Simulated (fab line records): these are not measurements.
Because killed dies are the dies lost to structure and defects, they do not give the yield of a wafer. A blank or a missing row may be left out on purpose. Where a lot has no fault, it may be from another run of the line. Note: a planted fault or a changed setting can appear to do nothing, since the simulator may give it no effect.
fab line records	flow sfq_line	part 1 of 2: steps 1 to 30 of 42
record lots=5	wafers=15	last_day=85
route steps=325 shown I5@233 C5@240 M6@251 I6@266
lots that met no fault: taken from a fault-free run of the same line
start_h: the number of hours between the record's first day and the start of the first shown wafer of the lot	wait_h: how many hours have passed since the lot's step before this one	" the same as in the row above	L1.1+2: one row covering several wafers at once	- no value present, or no start provided	* or withheld: withheld	< > ~ a bound
route shown NAME@n: names a module that has steps shown in the file, with the first one's number in the route	usual: mean/standard deviation taken from wafers without a fault	same: alike in all rows	chamber/n: place in a boat	sites: per-site readings	_std_site: standard deviation across them	_edge_site: inner sites' mean taken away from outer sites' mean	radius_mm: for every site, how far away it sits from the centre of the wafer	mask NAME#n: copy n	behind: the tool/chamber that last shaped the wafer	hold: cause of the lot's hold/its duration in hours/its outcome	device: which transistor (n, p or np) failed to switch	end of line: tests of these same wafers at the route's end	a step given without rows: its recipe and nothing more	killed: dies lost to structure and defects at the first sort, not the wafer's yield	map: dies across one wafer; x = killed, . = not, _ = none there
set.NAME: the run value of the setting; set.NAME@STEP: its run value at that earlier step	model.NAME: the simulator's own value behind a step, which no gauge read
a table for each step, a row for each wafer; lots at some steps of the route
services: from which hour (start_h, from the record's first day; less than 0 if before it) a tool's chamber was out of use, for how many hours, and why
## steps
# step SFQ_TRILAYER_I5_LITHO_PEB_147
# recipe peb_temp_c=115	peb_time_s=60	resist=KrF
lot.wafer	tool	chamber	start_h	wait_h
L077.1+3+4	litho_track-03	0	1340.39	1.0
L078.1+2+4	litho_track-01	0	1341.59	1.0
L087.2+5+6	litho_track-01	0	1532.44	0.8
L093.4+5+6	litho_track-01	0	1745.82	0.5
L094.1+4+5	litho_track-02	0	1748.14	1.0
# step SFQ_TRILAYER_I5_LITHO_DEVELOP_146
# recipe time_s=60	resist=KrF
lot.wafer	tool	chamber	start_h	wait_h
L077.1+3+4	litho_track-03	0	1340.54	0.1
L078.1+2+4	litho_track-01	0	1341.74	0.1
L087.2+5+6	litho_track-01	0	1532.59	0.1
L093.4+5+6	litho_track-01	0	1745.97	0.1
L094.1+4+5	litho_track-02	0	1748.29	0.1
# step SFQ_I5_OVL_MEAS_936
# usual I5_OVL=1/5.6
lot.wafer	tool	chamber	start_h	wait_h	I5_OVL[nm]
L077.1	overlay-01	-	1340.69	0.1	0
L077.3	"	-	"	"	-1
L077.4	"	-	"	"	-9
L078.1	overlay-02	-	1341.89	0.1	0
L078.2	"	-	"	"	-6
L078.4	"	-	"	"	-2
L087.2	overlay-02	-	1532.72	0.1	6
L087.5	"	-	"	"	4
L087.6	"	-	"	"	-7
L093.4	overlay-02	-	1746.06	0.1	-5
L093.5	"	-	"	"	-4
L093.6	"	-	"	"	0
L094.1	overlay-02	-	1748.44	0.1	-5
L094.4	"	-	"	"	-2
L094.5	"	-	"	"	-2
# step SFQ_TRILAYER_I5_BARC_OPEN_VIA_ETCH_200
# recipe mask_material=PR	chemistry=O2	target_depth_nm=125	target=BARC	source_w=500	bias_w=80	pressure_mtorr=30	time_s=41.7
# usual drypump_motor_current_A=6.1/0.33	oes_product_au=0.685/0.0047
lot.wafer	tool	chamber	start_h	wait_h	drypump_motor_current_A	oes_product_au	rf_hours_counter_h
L077.1	rie_diel-01	1	1340.73	0.0	5.2	0.687	3
L077.3	"	2	"	"	6.4	0.689	19
L077.4	"	0	"	"	5.6	0.687	15
L078.1	rie_diel-03	0	1341.93	0.0	6.7	0.683	16
L078.2	"	2	"	"	6.3	0.683	15
L078.4	"	0	"	"	6.7	0.674	-
L087.2	rie_diel-03	0	1532.75	0.0	6.7	0.680	19
L087.5	"	3	"	"	6.2	0.683	-
L087.6	"	2	"	"	6.3	0.693	-
L093.4	rie_diel-03	1	1746.08	0.0	6.2	0.692	7
L093.5	"	0	"	"	6.7	0.692	-
L093.6	"	3	"	"	6.2	0.682	-
L094.1	rie_diel-04	3	1748.48	0.0	5.8	0.681	16
L094.4	"	1	"	"	6.2	0.682	-
L094.5	"	0	"	"	5.8	0.685	-
# step SFQ_TRILAYER_I5_ETCH_VIA_ETCH_147
# recipe stop_on=Nb	mask_material=PR	chemistry=CHF3	target_depth_nm=360	source_w=500	bias_w=80	pressure_mtorr=30	time_s=withheld
# usual drypump_motor_current_A=6.1/0.33	oes_product_au=0.989/0.006
lot.wafer	tool	chamber	start_h	wait_h	drypump_motor_current_A	oes_product_au
L077.1	rie_diel-01	1	1340.77	0.0	5.2	0.989
L077.3	"	2	"	"	6.4	0.986
L077.4	"	0	"	"	5.6	0.986
L078.1	rie_diel-03	0	1341.97	0.0	6.7	0.982
L078.2	"	2	"	"	6.3	0.991
L078.4	"	0	"	"	6.7	0.989
L087.2	rie_diel-03	0	1532.79	0.0	6.7	0.995
L087.5	"	3	"	"	6.2	0.990
L087.6	"	2	"	"	6.3	0.991
L093.4	rie_diel-03	1	1746.12	0.0	6.2	0.986
L093.5	"	0	"	"	6.8	0.989
L093.6	"	3	"	"	6.2	0.979
L094.1	rie_diel-04	3	1748.52	0.0	5.8	0.987
L094.4	"	1	"	"	6.2	0.992
L094.5	"	0	"	"	5.9	0.992
# step SFQ_TRILAYER_I5_STRIP_STRIP_148
# recipe gas=O2	power_w=200	platen_temp_c=40	overash_fraction=0.65	chemistry=O2	pressure_mtorr=50
# usual drypump_motor_current_A=5.8/0.37	he_backside_leak_sccm=3.4/0.34	oes_product_au=0.999/0.011
lot.wafer	tool	chamber	start_h	wait_h	drypump_motor_current_A	he_backside_leak_sccm	oes_product_au	rf_hours_counter_h
L077.1	rie_metal-01	1	1340.92	-	6.0	3.7	1.013	82
L077.3	"	0	"	"	5.7	3.1	1.010	-
L077.4	"	1	"	"	6.0	3.3	1.013	-
L078.1	rie_metal-02	1	1342.12	-	6.5	3.7	0.997	14
L078.2	"	0	"	"	5.6	3.2	1.004	135
L078.4	"	1	"	"	6.5	3.8	1.003	-
L087.2	rie_metal-04	0	1532.94	-	5.9	3.3	1.009	43
L087.5	"	1	"	"	5.3	3.2	1.013	-
L087.6	"	0	"	"	5.9	3.1	1.005	-
L093.4	rie_metal-02	1	1746.47	-	6.5	3.8	1.012	-
L093.5	"	1	"	"	6.5	3.7	1.010	-
L093.6	"	0	"	"	5.6	3.4	0.984	-
L094.1	rie_metal-02	1	1748.67	-	6.5	3.6	1.015	71
L094.4	"	0	"	"	5.6	3.1	0.987	-
L094.5	"	1	"	"	6.5	3.8	1.022	-
# step SFQ_TRILAYER_I5_STRIP_SOLV_CLEAN_149
# recipe chemistry=NMP	temp_c=70	time_s=600
lot.wafer	tool	chamber	start_h	wait_h
L077.1+3+4	wet_bench-01	3,0,1	1341.72	0.5
L078.1+2+4	wet_bench-02	5,1,7	1342.72	0.4
L087.2+5+6	wet_bench-01	0,5,4	1533.54	0.4
L093.4+5+6	wet_bench-04	5,7,1	1746.87	0.2
L094.1+4+5	wet_bench-02	3,7,2	1749.27	0.4
# step SFQ_TRILAYER_C5_LITHO_COAT_156
# recipe resist=BARC	spin_rpm=3000	resist_thk_nm=62
lot.wafer	tool	chamber	start_h	wait_h
L077.1+3+4	litho_track-02	0	1341.89	0.0
L078.1+2+4	litho_track-02	0	1342.89	0.0
L087.2+5+6	litho_track-04	0	1533.77	0.1
L093.4+5+6	litho_track-03	0	1747.19	0.1
L094.1+4+5	litho_track-02	0	1749.44	0.0
# step SFQ_TRILAYER_C5_LITHO_COAT_151
# recipe resist=KrF	spin_rpm=3000	resist_thk_nm=650
lot.wafer	tool	chamber	start_h	wait_h
L077.1+3+4	litho_track-02	0	1342.19	0.2
L078.1+2+4	litho_track-02	0	1343.19	0.2
L087.2+5+6	litho_track-04	0	1534.07	0.2
L093.4+5+6	litho_track-03	0	1747.49	0.2
L094.1+4+5	litho_track-02	0	1749.74	0.2
# step SFQ_TRILAYER_C5_LITHO_SOFTBAKE_155
# recipe temp_c=withheld	time_s=withheld	resist=KrF
lot.wafer	tool	chamber	start_h	wait_h
L077.1+3+4	litho_track-02	0	1342.49	0.2
L078.1+2+4	litho_track-02	0	1343.49	0.2
L087.2+5+6	litho_track-04	0	1534.34	0.2
L093.4+5+6	litho_track-03	0	1747.72	0.2
L094.1+4+5	litho_track-02	0	1750.04	0.2
# step SFQ_TRILAYER_C5_LITHO_EXPOSE_152
# recipe mask_id=C5	na=0.6	source_shape=conventional	sigma_outer=0.65	target_cd_nm=500	dose_mj=21.3
# same sigma_outer=0.65
lot.wafer	tool	chamber	start_h	wait_h	mask
L077.1+3+4	krf_scanner-02	0	1456.97	-	C5#0
L078.1+2+4	krf_scanner-02	0	1459.37	-	C5#0
L087.2+5+6	krf_scanner-02	0	1642.00	-	C5#0
L093.4+5+6	krf_scanner-02	0	1816.33	-	C5#0
L094.1+4+5	krf_scanner-02	0	1818.13	-	C5#0
# step SFQ_TRILAYER_C5_LITHO_PEB_154
# recipe peb_temp_c=115	peb_time_s=60	resist=KrF
lot.wafer	tool	chamber	start_h	wait_h
L077.1+3+4	litho_track-03	0	1458.17	1.0
L078.1+2+4	litho_track-04	0	1460.57	1.0
L087.2+5+6	litho_track-03	0	1643.02	0.8
L093.4+5+6	litho_track-02	0	1817.00	0.5
L094.1+4+5	litho_track-02	0	1819.33	1.0
# step SFQ_TRILAYER_C5_LITHO_DEVELOP_153
# recipe time_s=60	resist=KrF
lot.wafer	tool	chamber	start_h	wait_h
L077.1+3+4	litho_track-03	0	1458.32	0.1
L078.1+2+4	litho_track-04	0	1460.72	0.1
L087.2+5+6	litho_track-03	0	1643.17	0.1
L093.4+5+6	litho_track-02	0	1817.15	0.1
L094.1+4+5	litho_track-02	0	1819.48	0.1
# step SFQ_C5_OVL_MEAS_937
# usual C5_OVL=-3/6.6
lot.wafer	tool	chamber	start_h	wait_h	C5_OVL[nm]
L077.1	overlay-02	-	1458.47	0.1	-20
L077.3	"	-	"	"	-14
L077.4	"	-	"	"	-19
L078.1	overlay-02	-	1460.87	0.1	7
L078.2	"	-	"	"	2
L078.4	"	-	"	"	3
L087.2	overlay-02	-	1643.31	0.1	-3
L087.5	"	-	"	"	-2
L087.6	"	-	"	"	3
L093.4	overlay-02	-	1817.25	0.1	2
L093.5	"	-	"	"	2
L093.6	"	-	"	"	-2
L094.1	overlay-02	-	1819.63	0.1	-8
L094.4	"	-	"	"	-3
L094.5	"	-	"	"	2
# step SFQ_TRILAYER_C5_BARC_OPEN_VIA_ETCH_210
# recipe mask_material=PR	chemistry=O2	target_depth_nm=125	target=BARC	source_w=500	bias_w=80	pressure_mtorr=30	time_s=41.7
# usual drypump_motor_current_A=5.9/0.5	oes_product_au=0.685/0.0044
lot.wafer	tool	chamber	start_h	wait_h	drypump_motor_current_A	oes_product_au	rf_hours_counter_h
L077.1	rie_diel-02	1	1458.51	0.0	5.8	0.684	16
L077.3	"	2	"	"	6.5	0.682	13
L077.4	"	0	"	"	5.4	0.684	9
L078.1	rie_diel-01	0	1460.91	0.0	5.6	0.681	17
L078.2	"	3	"	"	5.4	0.685	19
L078.4	"	2	"	"	6.4	0.683	-
L087.2	rie_diel-02	1	1643.34	0.0	5.8	0.684	18
L087.5	"	1	"	"	5.9	0.686	-
L087.6	"	2	"	"	6.5	0.696	-
L093.4	rie_diel-03	2	1817.26	0.0	6.3	0.686	2
L093.5	"	1	"	"	6.2	0.687	-
L093.6	"	2	"	"	6.3	0.674	-
L094.1	rie_diel-01	0	1819.66	0.0	5.6	0.685	21
L094.4	"	3	"	"	5.4	0.687	3
L094.5	"	2	"	"	6.4	0.686	-
# step SFQ_TRILAYER_C5_ETCH_VIA_ETCH_154
# recipe target=SiO2	mask_material=PR	chemistry=CHF3	target_depth_nm=84	source_w=500	bias_w=80	pressure_mtorr=30	time_s=withheld	stop_on=Nb
# usual drypump_motor_current_A=5.9/0.5	oes_product_au=0.893/0.0084
lot.wafer	tool	chamber	start_h	wait_h	drypump_motor_current_A	oes_product_au
L077.1	rie_diel-02	1	1458.55	0.0	5.8	0.897
L077.3	"	2	"	"	6.5	0.894
L077.4	"	0	"	"	5.4	0.896
L078.1	rie_diel-01	0	1460.95	0.0	5.6	0.887
L078.2	"	3	"	"	5.4	0.894
L078.4	"	2	"	"	6.4	0.892
L087.2	rie_diel-02	1	1643.38	0.0	5.8	0.894
L087.5	"	1	"	"	5.9	0.879
L087.6	"	2	"	"	6.5	0.904
L093.4	rie_diel-03	2	1817.30	0.0	6.3	0.900
L093.5	"	1	"	"	6.1	0.897
L093.6	"	2	"	"	6.3	0.889
L094.1	rie_diel-01	0	1819.70	0.0	5.6	0.883
L094.4	"	3	"	"	5.5	0.905
L094.5	"	2	"	"	6.3	0.902
# step SFQ_TRILAYER_C5_STRIP_STRIP_155
# recipe gas=O2	power_w=200	platen_temp_c=40	overash_fraction=0.65	chemistry=O2	pressure_mtorr=50
# usual drypump_motor_current_A=5.8/0.38	he_backside_leak_sccm=3.4/0.31	oes_product_au=1.000/0.0074
lot.wafer	tool	chamber	start_h	wait_h	drypump_motor_current_A	he_backside_leak_sccm	oes_product_au	rf_hours_counter_h
L077.1	rie_metal-03	1	1458.60	-	6.1	3.4	0.998	17
L077.3	"	0	"	"	5.6	3.2	0.997	-
L077.4	"	1	"	"	6.1	3.3	0.987	-
L078.1	rie_metal-03	1	1461.00	-	6.1	3.3	1.000	18
L078.2	"	0	"	"	5.6	3.2	0.994	44
L078.4	"	1	"	"	6.1	3.1	1.000	-
L087.2	rie_metal-02	0	1643.42	-	5.6	3.2	0.993	32
L087.5	"	1	"	"	6.5	5.9	1.006	-
L087.6	"	0	"	"	5.6	3.4	0.994	-
L093.4	rie_metal-03	1	1817.55	-	6.1	3.5	1.006	-
L093.5	"	1	"	"	6.1	3.5	1.002	-
L093.6	"	0	"	"	5.5	3.4	0.997	-
L094.1	rie_metal-02	1	1819.75	-	6.5	3.8	1.005	82
L094.4	"	1	"	"	6.5	3.7	1.005	-
L094.5	"	1	"	"	6.5	3.8	1.003	-
# step SFQ_TRILAYER_C5_STRIP_SOLV_CLEAN_156
# recipe chemistry=NMP	temp_c=70	time_s=600
lot.wafer	tool	chamber	start_h	wait_h
L077.1+3+4	wet_bench-03	2,0,5	1459.20	0.4
L078.1+2+4	wet_bench-03	3,0,4	1461.60	0.4
L087.2+5+6	wet_bench-02	4,5,6	1644.02	0.4
L093.4+5+6	wet_bench-03	1,2,5	1817.95	0.2
L094.1+4+5	wet_bench-03	2,1,6	1820.35	0.4
# step SFQ_TRILAYER_M6_DEP_PRE_CLEAN_158
# recipe gas=Ar	time_s=22.5	bias_v=250
lot.wafer	tool	chamber	start_h	wait_h
L077.1+3+4	pvd_sputter-04	-	1459.39	0.0
L078.1+2+4	pvd_sputter-05	-	1461.79	0.0
L087.2+5+6	pvd_sputter-05	-	1644.20	0.0
L093.4+5+6	pvd_sputter-04	-	1818.13	0.0
L094.1+4+5	pvd_sputter-05	-	1820.53	0.0
# step SFQ_TRILAYER_M6_DEP_SPUTTER_157
# recipe material=Nb	base_pressure_pa=1.33e-06	chamber_pressure_pa=0.1333	substrate_temp_c=20	target_thk_nm=200	power_w=2000	time_s=133.3
# usual throttle_valve_pct=29.9/0.81
lot.wafer	tool	chamber	start_h	wait_h	throttle_valve_pct
L077.1	pvd_sputter-04	-	1459.42	0.0	30.0
L077.3	"	-	"	"	30.5
L077.4	"	-	"	"	28.6
L078.1	pvd_sputter-05	-	1461.82	0.0	31.6
L078.2	"	-	"	"	29.3
L078.4	"	-	"	"	30.1
L087.2	pvd_sputter-05	-	1644.23	0.0	29.4
L087.5	"	-	"	"	31.7
L087.6	"	-	"	"	29.5
L093.4	pvd_sputter-04	-	1818.15	0.0	30.3
L093.5	"	-	"	"	30.1
L093.6	"	-	"	"	29.5
L094.1	pvd_sputter-05	-	1820.55	0.0	29.6
L094.4	"	-	"	"	31.8
L094.5	"	-	"	"	29.8
# step SFQ_M6_RS_MEAS_938
# recipe thk_meas_gauge=four-point-probe	reads=Nb_of_TRILAYER_M6_DEP_SPUTTER_157
# usual M6_NB_RS=0.894/0.0089
lot.wafer	tool	chamber	start_h	wait_h	M6_NB_RS[ohm/sq]
L077.1	film_metro-03	-	1459.51	0.0	0.881
L077.3	"	-	"	"	0.890
L077.4	"	-	"	"	0.892
L078.1	film_metro-03	-	1461.91	0.0	0.890
L078.2	"	-	"	"	0.899
L078.4	"	-	"	"	0.887
L087.2	film_metro-03	-	1644.34	0.1	0.902
L087.5	"	-	"	"	0.884
L087.6	"	-	"	"	0.897
L093.4	film_metro-03	-	1818.31	0.1	0.881
L093.5	"	-	"	"	0.877
L093.6	"	-	"	"	0.873
L094.1	film_metro-02	-	1820.65	0.0	0.906
L094.4	"	-	"	"	0.893
L094.5	"	-	"	"	0.892
# step SFQ_TRILAYER_M6_LITHO_COAT_164
# recipe resist=BARC	spin_rpm=3000	resist_thk_nm=62
lot.wafer	tool	chamber	start_h	wait_h
L077.1+3+4	litho_track-01	0	1459.82	0.2
L078.1+2+4	litho_track-03	0	1462.09	0.1
L087.2+5+6	litho_track-01	0	1644.55	0.1
L093.4+5+6	litho_track-01	0	1818.58	0.2
L094.1+4+5	litho_track-04	0	1820.83	0.1
# step SFQ_TRILAYER_M6_LITHO_COAT_159
# recipe resist=KrF	spin_rpm=3000	resist_thk_nm=600
lot.wafer	tool	chamber	start_h	wait_h
L077.1+3+4	litho_track-01	0	1460.12	0.2
L078.1+2+4	litho_track-03	0	1462.39	0.2
L087.2+5+6	litho_track-01	0	1644.85	0.2
L093.4+5+6	litho_track-01	0	1818.88	0.2
L094.1+4+5	litho_track-04	0	1821.13	0.2
# step SFQ_TRILAYER_M6_LITHO_SOFTBAKE_163
# recipe temp_c=withheld	time_s=withheld	resist=KrF
lot.wafer	tool	chamber	start_h	wait_h
L077.1+3+4	litho_track-01	0	1460.42	0.2
L078.1+2+4	litho_track-03	0	1462.69	0.2
L087.2+5+6	litho_track-01	0	1645.12	0.2
L093.4+5+6	litho_track-01	0	1819.10	0.2
L094.1+4+5	litho_track-04	0	1821.43	0.2
# step SFQ_TRILAYER_M6_LITHO_EXPOSE_160
# recipe mask_id=M6	na=0.6	source_shape=conventional	sigma_outer=0.65	target_cd_nm=500	dose_mj=14.4
# same sigma_outer=0.65
lot.wafer	tool	chamber	start_h	wait_h	mask
L077.1+3+4	krf_scanner-01	0	1473.48	-	M6#0
L078.1+2+4	krf_scanner-01	0	1475.88	-	M6#0
L087.2+5+6	krf_scanner-01	0	1734.87	-	M6#0
L093.4+5+6	krf_scanner-01	0	1864.92	-	M6#0
L094.1+4+5	krf_scanner-01	0	1865.52	-	M6#0
# step SFQ_TRILAYER_M6_LITHO_PEB_162
# recipe peb_temp_c=115	peb_time_s=60	resist=KrF
lot.wafer	tool	chamber	start_h	wait_h
L077.1+3+4	litho_track-01	0	1474.68	1.0
L078.1+2+4	litho_track-03	0	1477.08	1.0
L087.2+5+6	litho_track-01	0	1735.90	0.8
L093.4+5+6	litho_track-04	0	1865.60	0.5
L094.1+4+5	litho_track-01	0	1866.72	1.0
# step SFQ_TRILAYER_M6_LITHO_DEVELOP_161
# recipe time_s=60	resist=KrF
lot.wafer	tool	chamber	start_h	wait_h
L077.1+3+4	litho_track-01	0	1474.83	0.1
L078.1+2+4	litho_track-03	0	1477.23	0.1
L087.2+5+6	litho_track-01	0	1736.05	0.1
L093.4+5+6	litho_track-04	0	1865.75	0.1
L094.1+4+5	litho_track-01	0	1866.87	0.1
# step SFQ_M6_OVL_MEAS_940
# usual M6_OVL=-3/6.1
lot.wafer	tool	chamber	start_h	wait_h	M6_OVL[nm]
L077.1	overlay-01	-	1474.98	0.1	1
L077.3	"	-	"	"	-5
L077.4	"	-	"	"	-7
L078.1	overlay-01	-	1477.38	0.1	1
L078.2	"	-	"	"	7
L078.4	"	-	"	"	6
L087.2	overlay-02	-	1736.18	0.1	2
L087.5	"	-	"	"	6
L087.6	"	-	"	"	-4
L093.4	overlay-02	-	1865.84	0.1	1
L093.5	"	-	"	"	-7
L093.6	"	-	"	"	-1
L094.1	overlay-01	-	1867.02	0.1	-8
L094.4	"	-	"	"	-13
L094.5	"	-	"	"	-10
# step SFQ_TRILAYER_M6_BARC_OPEN_METAL_ETCH_206
# recipe mask_material=PR	chemistry=O2	target_depth_nm=125	target=BARC	icp_w=600	bias_w=80	pressure_mtorr=10	time_s=41.7
# usual drypump_motor_current_A=5.76/0.26	he_backside_leak_sccm=3.35/0.18	oes_product_au=0.685/0.0045
lot.wafer	tool	chamber	start_h	wait_h	drypump_motor_current_A	he_backside_leak_sccm	oes_product_au	rf_hours_counter_h
L077.1	rie_metal-03	1	1475.01	0.0	6.08	3.32	0.686	20
L077.3	"	0	"	"	5.58	3.44	0.687	-
L077.4	"	1	"	"	6.13	3.31	0.690	-
L078.1	rie_metal-04	1	1477.41	0.0	5.34	3.30	0.682	147
L078.2	"	0	"	"	5.84	3.16	0.686	31
L078.4	"	1	"	"	5.36	3.20	0.688	-
L087.2	rie_metal-03	0	1736.21	0.0	5.58	3.22	0.683	82
L087.5	"	1	"	"	6.12	3.33	0.690	-
L087.6	"	0	"	"	5.58	3.35	0.683	-
L093.4	rie_metal-01	0	1865.88	0.0	5.66	3.30	0.685	-
L093.5	"	0	"	"	5.67	3.29	0.687	-
L093.6	"	1	"	"	5.98	3.88	0.689	-
L094.1	rie_metal-03	0	1867.06	0.0	5.57	3.40	0.678	100
L094.4	"	0	"	"	5.57	3.45	0.682	-
L094.5	"	0	"	"	5.56	3.47	0.688	-
# step SFQ_TRILAYER_M6_ETCH_METAL_ETCH_162
# recipe target=Nb	stop_on=SiO2	mask_material=PR	chemistry=Cl2/Ar	target_depth_nm=240	icp_w=600	bias_w=80	pressure_mtorr=10	time_s=120
# usual drypump_motor_current_A=5.76/0.26	he_backside_leak_sccm=3.4/0.35	oes_product_au=0.892/0.0062
lot.wafer	tool	chamber	start_h	wait_h	drypump_motor_current_A	he_backside_leak_sccm	oes_product_au	rf_hours_counter_h
L077.1	rie_metal-03	1	1475.07	0.0	6.04	3.4	0.893	20
L077.3	"	0	"	"	5.60	3.0	0.894	-
L077.4	"	1	"	"	6.09	3.4	0.888	-
L078.1	rie_metal-04	1	1477.47	0.0	5.37	3.4	0.890	147
L078.2	"	0	"	"	5.87	3.8	0.886	31
L078.4	"	1	"	"	5.39	3.2	0.891	-
L087.2	rie_metal-03	0	1736.27	0.0	5.58	4.8	0.882	82
L087.5	"	1	"	"	6.15	3.3	0.895	-
L087.6	"	0	"	"	5.56	3.2	0.889	-
L093.4	rie_metal-01	0	1865.96	0.1	5.65	3.1	0.898	-
L093.5	"	0	"	"	5.66	3.2	0.890	-
L093.6	"	1	"	"	5.98	3.9	0.895	-
L094.1	rie_metal-03	0	1867.12	0.0	5.56	3.2	0.883	100
L094.4	"	0	"	"	5.56	3.1	0.892	-
L094.5	"	0	"	"	5.56	3.3	0.895	-
